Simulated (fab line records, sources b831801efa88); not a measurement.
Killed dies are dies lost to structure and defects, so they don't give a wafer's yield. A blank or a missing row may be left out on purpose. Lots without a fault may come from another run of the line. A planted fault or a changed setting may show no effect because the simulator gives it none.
fab line records | flow sky130
record lots=12 wafers=36 last_day=50
route steps=708 shown SONOS_ONO@185 GATE_OXIDE@200 LDD_N@241 LDD_P@263 PAD_OPEN@708
lots that met no fault: from a run of the same line without faults
start_h: hours from the record's first day to the start of the lot's first wafer shown | wait_h: hours since the lot's step before | " the same as in the row above | L1.1+2: a row that stands for several wafers | - no value, or no start given | * or withheld: withheld | < > ~ a bound
route shown NAME@n: a module of which the file shows steps, and the number in the route of the first | usual: mean/standard deviation of fault-free wafers | same: alike in all rows | chamber/n: place in a boat | sites: the reading at each site | _std_site: their standard deviation | _edge_site: outer sites' mean less inner sites' | radius_mm: how far each site lies from the wafer's centre | mask NAME#n: copy n | behind: the tool/chamber that last shaped the wafer | hold: why the lot was held/for how many hours/how that ended | device: the transistor (n, p or np) that didn't switch | end of line: the same wafers' tests at the end of the route | a step without rows: its recipe alone | killed: dies lost to structure and defects at the first sort, not the wafer's yield | map: a wafer's dies, x killed, . not, _ none there
set.NAME: the setting as run; set.NAME@STEP: as run at that earlier step | model.NAME: the simulator's own value behind a step, which no gauge read
steps of the route over a sample of lots; a table a step, a row a wafer
services: from which hour (start_h, from the record's first day; less than 0 if before it) a tool's chamber was out of use, for how many hours, and why
## steps
# step SKY_SONOS_ONO_STRIP_17
# recipe chemistry=O2/N2 power_w=1400 pressure_mtorr=1500 platen_temp_c=withheld o2_flow_sccm=3000 n2_flow_sccm=300 overash_fraction=0.5
# usual drypump_motor_current_A=5.6/0.45 oes_product_au=0.710/0.0045 strip_time_to_endpoint_s=14.11/0.039
# columns lot.wafer tool chamber start_h wait_h drypump_motor_current_A oes_product_au rf_hours_counter_h strip_time_to_endpoint_s
L324.1 plasma_asher-04 1 285.72 0.0 6.0 0.705 58 14.12
L324.5 " 1 " " 6.0 0.707 - 14.18
L324.6 " 0 " " 5.8 0.713 - 14.15
L325.2 plasma_asher-02 0 289.02 0.0 5.3 0.712 17 14.10
L325.5 " 0 " " 5.3 0.706 - 14.08
L325.6 " 1 " " 5.3 0.710 - 14.10
L328.1 plasma_asher-01 0 308.02 0.0 4.8 0.714 62 14.14
L328.2 " 1 " " 6.2 0.710 62 14.15
L328.3 " 0 " " 4.8 0.710 - 14.13
L330.2 plasma_asher-04 1 331.88 0.0 6.0 0.713 62 14.09
L330.3 " 1 " " 6.0 0.712 - 14.11
L330.4 " 0 " " 5.9 0.711 - 14.10
L333.2 plasma_asher-02 0 355.38 0.0 5.3 0.706 23 14.08
L333.3 " 1 " " 5.4 0.709 - 14.12
L333.5 " 0 " " 5.3 0.710 - 14.10
L335.1 plasma_asher-02 1 381.63 0.0 5.4 0.715 25 14.07
L335.2 " 0 " " 5.3 0.713 25 14.06
L335.4 " 1 " " 5.4 0.704 - 14.04
L337.1 plasma_asher-02 0 393.53 0.0 5.3 0.703 27 14.13
L337.3 " 1 " " 5.4 0.719 - 14.14
L337.5 " 1 " " 5.4 0.709 - 14.10
L339.1 plasma_asher-04 1 409.22 0.0 6.0 0.702 70 14.13
L339.2 " 0 " " 5.8 0.712 70 14.08
L339.6 " 1 " " 6.0 0.713 - 14.09
L341.1 plasma_asher-01 0 422.92 0.0 4.8 0.710 74 14.14
L341.3 " 1 " " 6.2 0.714 - 14.14
L341.5 " 1 " " 6.2 0.717 - 14.18
L344.3 plasma_asher-04 1 457.35 0.0 6.0 0.715 - 14.12
L344.4 " 0 " " 5.9 0.716 - 14.17
L344.6 " 1 " " 6.0 0.701 - 14.21
L345.3 plasma_asher-04 0 464.25 0.0 5.8 0.715 - 14.13
L345.4 " 1 " " 6.0 0.713 - 14.13
L345.6 " 0 " " 5.8 0.709 - 14.13
L346.2 plasma_asher-04 0 473.68 0.0 5.9 0.706 5 14.20
L346.3 " 0 " " 5.9 0.707 - 14.17
L346.5 " 0 " " 5.9 0.707 - 14.18
# step SKY_GATE_OXIDE_STRIP_13
# recipe chemistry=O2/N2 power_w=1400 pressure_mtorr=1500 platen_temp_c=withheld o2_flow_sccm=3000 n2_flow_sccm=300 overash_fraction=0.5
# usual drypump_motor_current_A=5.7/0.48 oes_product_au=0.716/0.0048 strip_time_to_endpoint_s=14.20/0.037
# columns lot.wafer tool chamber start_h wait_h drypump_motor_current_A oes_product_au rf_hours_counter_h strip_time_to_endpoint_s
L324.1 plasma_asher-01 0 314.29 0.0 4.8 0.719 63 14.26
L324.5 " 1 " " 6.2 0.719 - 14.25
L324.6 " 0 " " 4.8 0.708 - 14.21
L325.2 plasma_asher-01 1 318.21 0.0 6.2 0.715 63 14.14
L325.5 " 0 " " 4.8 0.708 - 14.17
L325.6 " 1 " " 6.2 0.717 - 14.17
L328.1 plasma_asher-04 0 336.86 0.0 5.9 0.720 63 14.20
L328.2 " 1 " " 6.0 0.710 63 14.18
L328.3 " 1 " " 6.0 0.715 - 14.25
L330.2 plasma_asher-04 0 359.43 0.0 5.9 0.721 65 14.13
L330.3 " 1 " " 6.0 0.725 - 14.18
L330.4 " 0 " " 5.9 0.712 - 14.14
L333.2 plasma_asher-04 1 391.38 0.0 6.0 0.721 68 14.17
L333.3 " 1 " " 6.0 0.714 - 14.15
L333.5 " 1 " " 6.0 0.721 - 14.15
L335.1 plasma_asher-03 0 414.31 0.0 5.4 0.708 59 14.21
L335.2 " 1 " " 5.8 0.716 59 14.27
L335.4 " 1 " " 5.8 0.722 - 14.21
L337.1 plasma_asher-01 1 426.01 0.0 6.2 0.713 74 14.26
L337.3 " 0 " " 4.8 0.716 - 14.21
L337.5 " 1 " " 6.3 0.717 - 14.23
L339.1 plasma_asher-03 0 442.30 0.0 5.4 0.723 61 14.16
L339.2 " 1 " " 5.8 0.721 61 14.17
L339.6 " 0 " " 5.4 0.720 - 14.18
L341.1 plasma_asher-01 1 457.73 0.0 6.3 0.718 77 14.22
L341.3 " 0 " " 4.8 0.709 - 14.17
L341.5 " 0 " " 4.8 0.707 - 14.21
L344.3 plasma_asher-01 1 489.44 0.0 6.2 0.713 - 14.21
L344.4 " 0 " " 4.8 0.724 - 14.15
L344.6 " 1 " " 6.2 0.720 - 14.21
L345.3 plasma_asher-04 0 498.07 0.0 5.9 0.711 - 14.18
L345.4 " 1 " " 6.0 0.715 - 14.17
L345.6 " 0 " " 5.9 0.711 - 14.17
L346.2 plasma_asher-01 1 506.48 0.0 6.2 0.717 82 14.23
L346.3 " 1 " " 6.2 0.715 - 14.26
L346.5 " 1 " " 6.2 0.720 - 14.23
# step SKY_LDD_N_EXPOSE_04
# recipe mask_id=NTM target_cd_nm=840 na=0.6 source_shape=conventional sigma_outer=0.6 dose_mj=110
# columns lot.wafer tool chamber start_h wait_h mask
L324.1+5+6 iline_stepper-02 0 400.52 - NTM#0
L325.2+5+6 iline_stepper-02 0 400.82 - NTM#0
L328.1+2+3 iline_stepper-01 0 415.35 - NTM#0
L330.2+3+4 iline_stepper-01 0 450.81 - NTM#0
L333.2+3+5 iline_stepper-01 0 479.05 - NTM#0
L335.1+2+4 iline_stepper-01 0 503.24 - NTM#0
L337.1+3+5 iline_stepper-02 0 512.55 - NTM#0
L339.1+2+6 iline_stepper-02 0 535.07 - NTM#0
L341.1+3+5 iline_stepper-02 0 541.65 - NTM#0
L344.3+4+6 iline_stepper-02 0 573.84 - NTM#0
L345.3+4+6 iline_stepper-02 0 582.09 - NTM#0
L346.2+3+5 iline_stepper-02 0 589.32 - NTM#0
# step SKY_LDD_N_OVL_MEAS_07
# usual LDD_N_OVL=-1.3/1.2
# columns lot.wafer tool chamber start_h wait_h LDD_N_OVL[nm]
L324.1 overlay-02 - 415.55 0.1 -0.2
L324.5 " - " " 1.5
L324.6 " - " " 0.9
L325.2 overlay-01 - 415.66 0.1 -2.3
L325.5 " - " " -1.7
L325.6 " - " " -3.4
L328.1 overlay-02 - 430.42 0.1 -2.3
L328.2 " - " " -2.3
L328.3 " - " " -2.1
L330.2 overlay-01 - 466.46 0.1 -3.6
L330.3 " - " " -1.6
L330.4 " - " " -3.9
L333.2 overlay-02 - 495.03 0.1 -57.4
L333.3 " - " " -57.9
L333.5 " - " " -57.5
L335.1 overlay-02 - 518.60 0.1 -59.2
L335.2 " - " " -58.1
L335.4 " - " " -59.1
L337.1 overlay-02 - 528.57 0.1 -1.6
L337.3 " - " " -1.7
L337.5 " - " " -0.6
L339.1 overlay-01 - 549.85 0.1 -2.0
L339.2 " - " " 0.9
L339.6 " - " " -0.5
L341.1 overlay-02 - 556.22 0.1 -0.9
L341.3 " - " " -2.6
L341.5 " - " " 0.7
L344.3 overlay-02 - 588.61 0.1 1.0
L344.4 " - " " -0.1
L344.6 " - " " 0.0
L345.3 overlay-01 - 596.71 0.1 -1.5
L345.4 " - " " -2.0
L345.6 " - " " -0.4
L346.2 overlay-02 - 603.51 0.1 -0.2
L346.3 " - " " -1.0
L346.5 " - " " -2.2
# step SKY_LDD_P_OVL_MEAS_08
# usual LDD_P_OVL=0.2/1.4
# columns lot.wafer tool chamber start_h wait_h LDD_P_OVL[nm]
L324.1 overlay-01 - 448.04 0.1 0.6
L324.5 " - " " -1.0
L324.6 " - " " -1.2
L325.2 overlay-01 - 449.63 0.1 0.2
L325.5 " - " " -3.0
L325.6 " - " " -0.7
L328.1 overlay-01 - 463.71 0.1 -0.4
L328.2 " - " " -1.2
L328.3 " - " " -1.0
L330.2 overlay-01 - 498.52 0.1 0.3
L330.3 " - " " 0.5
L330.4 " - " " -0.4
L333.2 overlay-02 - 527.15 0.1 2.6
L333.3 " - " " 2.8
L333.5 " - " " 1.6
L335.1 overlay-02 - 550.86 0.1 1.0
L335.2 " - " " 0.1
L335.4 " - " " -1.1
L337.1 overlay-01 - 559.84 0.1 0.8
L337.3 " - " " -0.1
L337.5 " - " " 1.0
L339.1 overlay-01 - 582.09 0.1 1.6
L339.2 " - " " 3.5
L339.6 " - " " 2.1
L341.1 overlay-02 - 587.42 0.1 1.2
L341.3 " - " " 1.1
L341.5 " - " " 2.2
L344.3 overlay-02 - 619.00 0.1 0.7
L344.4 " - " " 1.2
L344.6 " - " " 0.9
L345.3 overlay-01 - 625.70 0.1 0.1
L345.4 " - " " -1.8
L345.6 " - " " -0.7
L346.2 overlay-01 - 633.34 0.1 -0.8
L346.3 " - " " -1.0
L346.5 " - " " -1.3
# step SKY_PAD_OPEN_PROBE_99
# usual killed_at_M0_to_M3=43/7 killed_at_M4_up=3.5/1.9 killed_at_contacts=24/5.3 killed_at_front_end=15/4.4 killed_at_other=0.3/0.69 killed_dies=87/9.7 killed_on_rim=17/4.3 killed_open=48/7 killed_short=39/6.4
# same gross_dies=492 killed_at_back_side=0
# columns lot.wafer tool chamber start_h wait_h killed_at_M0_to_M3 killed_at_M4_up killed_at_contacts killed_at_front_end killed_at_other killed_dies killed_on_rim killed_open killed_short
L335.1 prober-02 - 1152.75 0.1 33 2 25 20 1 81 15 43 38
L335.2 prober-02 - 1152.80 0.1 34 1 22 15 0 72 12 42 30
L335.4 prober-02 - 1152.90 0.2 35 3 28 24 0 90 16 56 33
L337.1 prober-02 - 1157.72 0.1 55 1 20 14 0 90 17 55 35
L337.3 prober-02 - 1157.82 0.2 53 2 27 12 0 94 13 40 54
L337.5 prober-02 - 1157.92 0.2 41 3 26 29 0 99 29 57 42
L339.1 prober-01 - 1164.07 0.1 45 3 25 14 0 87 16 45 42
L339.2 prober-01 - 1164.12 0.1 43 4 23 17 1 88 18 38 49
L339.6 prober-01 - 1164.32 0.2 44 4 18 18 0 84 13 44 40
# killed by level:class
L335.1 FIELD_ISO:geometric_particle:open=9 CONTACT:geometric_particle:open=9 LI_CONTACT:geometric_particle:open=7 VIA2:geometric_particle:open=7 VIA1:geometric_particle:short=6 VIA1:geometric_particle:open=6 FIELD_ISO:geometric_particle:short=4 LOCAL_INTERCONNECT:geometric_particle:short=4
L335.2 CONTACT:geometric_particle:open=8 VIA2:geometric_particle:open=7 VIA1:geometric_particle:open=7 LI_CONTACT:geometric_particle:open=6 LOCAL_INTERCONNECT:geometric_particle:short=4 METAL1:geometric_particle:short=4 VIA3:geometric_particle:open=4 FIELD_ISO:geometric_particle:open=3
L335.4 CONTACT:geometric_particle:open=13 VIA2:geometric_particle:open=12 VIA1:geometric_particle:open=8 FIELD_ISO:geometric_particle:open=7 LI_CONTACT:geometric_particle:open=7 POLY_GATE:geometric_particle:short=6 CONTACT:geometric_particle:short=6 POLY_GATE:geometric_particle:open=5
L337.1 VIA1:geometric_particle:open=10 VIA2:geometric_particle:open=10 VIA3:geometric_particle:open=9 LI_CONTACT:geometric_particle:open=8 METAL2:geometric_particle:short=6 LI_CONTACT:geometric_particle:short=5 CONTACT:geometric_particle:open=5 FIELD_ISO:geometric_particle:open=4
L337.3 VIA1:geometric_particle:short=10 LI_CONTACT:geometric_particle:open=8 CONTACT:geometric_particle:open=8 VIA3:geometric_particle:short=8 VIA3:geometric_particle:open=6 POLY_GATE:geometric_particle:short=5 LOCAL_INTERCONNECT:geometric_particle:short=5 VIA1:geometric_particle:open=5
L337.5 CONTACT:geometric_particle:open=11 VIA2:geometric_particle:open=10 FIELD_ISO:geometric_particle:open=9 LI_CONTACT:geometric_particle:open=6 VIA3:geometric_particle:open=6 VIA1:geometric_particle:open=6 METAL2:geometric_particle:short=5 VIA3:geometric_particle:short=5
L339.1 VIA1:geometric_particle:open=12 CONTACT:geometric_particle:open=11 METAL2:geometric_particle:short=10 LI_CONTACT:geometric_particle:open=6 FIELD_ISO:geometric_particle:open=5 METAL3:geometric_particle:short=5 VIA1:geometric_particle:short=5 CONTACT:geometric_particle:short=4
L339.2 VIA2:geometric_particle:open=10 LOCAL_INTERCONNECT:geometric_particle:short=7 METAL2:geometric_particle:short=7 CONTACT:geometric_particle:open=6 VIA3:geometric_particle:open=6 VIA1:geometric_particle:open=5 CONTACT:geometric_particle:short=5 POLY_GATE:geometric_particle:open=4
L339.6 CONTACT:geometric_particle:open=8 METAL2:geometric_particle:short=8 FIELD_ISO:geometric_particle:open=7 METAL1:geometric_particle:short=7 VIA1:geometric_particle:open=6 VIA2:geometric_particle:open=5 CONTACT:geometric_particle:short=5 METAL3:geometric_particle:short=5
## services
# columns tool chamber start_h hours kind
plasma_asher-04 - 272.10 4.1 repair
iline_stepper-02 - 299.75 1.7 pm
iline_stepper-02 0 308.11 - calibration
plasma_asher-02 - 327.33 0.5 repair
iline_stepper-01 - 358.81 1.7 pm
iline_stepper-01 - 397.41 4.4 pm
iline_stepper-01 0 398.01 - calibration
plasma_asher-04 - 400.43 1.9 repair
plasma_asher-04 - 421.25 9.0 pm
plasma_asher-04 0 421.25 9.0 vent_cycle
plasma_asher-04 1 421.25 9.0 vent_cycle
plasma_asher-04 0 430.25 - clean
plasma_asher-04 1 430.25 - clean
plasma_asher-01 - 463.48 1.9 repair
plasma_asher-03 - 469.04 2.8 pm
iline_stepper-02 - 480.88 2.1 pm
iline_stepper-02 - 482.96 - consumable_replace:lamp
iline_stepper-02 0 514.32 - calibration
plasma_asher-01 - 515.63 0.7 repair
iline_stepper-02 - 517.93 1.7 pm
plasma_asher-01 - 536.44 0.5 repair
plasma_asher-02 - 549.55 1.1 repair
iline_stepper-01 - 565.96 7.4 repair
iline_stepper-01 - 576.99 1.7 pm
## key
first_sign step=SKY_LDD_N_OVL_MEAS_07 reading=LDD_N_OVL direction=down sigmas=47 usual=-1.3 struck=-58.2
effect none on later readings
met_at SKY_LDD_N_EXPOSE_04
struck_lots L333,L335
tester_left_out L333,L335
not_acting_at SKY_SONOS_ONO_STRIP_17,SKY_GATE_OXIDE_STRIP_13,SKY_LDD_P_OVL_MEAS_08
onset_between 450.81 479.05
fault kind=scanner_matching_overlay tool=iline_stepper-01 chamber=- onset_h=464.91 steps=SKY_LDD_N_EXPOSE_04 offset=-57.24
# tester_left_out: of these lots the tester's yield and bins aren't shown, on N5 and GAA mostly nor the transistor test; their killed dies are dies lost to structure and defects alone, not to doping, threshold or leakage, so they don't give the yield
